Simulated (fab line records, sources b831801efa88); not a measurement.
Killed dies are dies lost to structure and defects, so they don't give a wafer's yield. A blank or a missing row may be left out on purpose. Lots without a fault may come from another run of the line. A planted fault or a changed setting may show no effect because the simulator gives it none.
Which tool did it? | flow gf180mcu | 7 lots, 21 wafers sampled, at 1 step of a route of 602

WHAT THE GAUGES READ, wafer by wafer
GF_DNWELL_TW_MEAS_09.
lot  | measured    | on            | DNWELL_TW
L914 | day 3 04:10 | film_metro-04 | 1363 1358 1362
L918 | day 4 10:08 | film_metro-02 | 1322 1327 1330
L920 | day 4 14:34 | film_metro-02 | 1340 1336 1335
L923 | day 5 07:29 | film_metro-04 | 1364 1363 1352
L931 | day 6 23:10 | film_metro-03 | 1351 1342 1347
L933 | day 7 11:04 | film_metro-02 | 1344 1347 1338
L935 | day 7 19:56 | film_metro-03 | 1348 1332 1341

WHICH TOOL RAN EACH LOT (tool, then ch and the chambers of the sampled wafers, then the start)
The record holds no process step before these readings.

THE ANSWER, worked out from the rows above alone
Rule: what is usual is taken from the lots themselves. Put in order of their means at a reading, lots are off if they are a third of the lots or fewer, leave a main group of 4 or more, and stand apart from it by a gap of 3 or more times the standard deviation of the main group's means; of several such gaps the widest counts. A main group whose means are all the same, to the digits that the tables above print for the reading, isn't used. A lot without any number at a reading at which 4 lots or more have one is off too. The other lots that the step has rows for count as sound.
No lot is off at any reading shown: from this, nothing can be told.

WHAT THE SIMULATOR HAD PUT IN
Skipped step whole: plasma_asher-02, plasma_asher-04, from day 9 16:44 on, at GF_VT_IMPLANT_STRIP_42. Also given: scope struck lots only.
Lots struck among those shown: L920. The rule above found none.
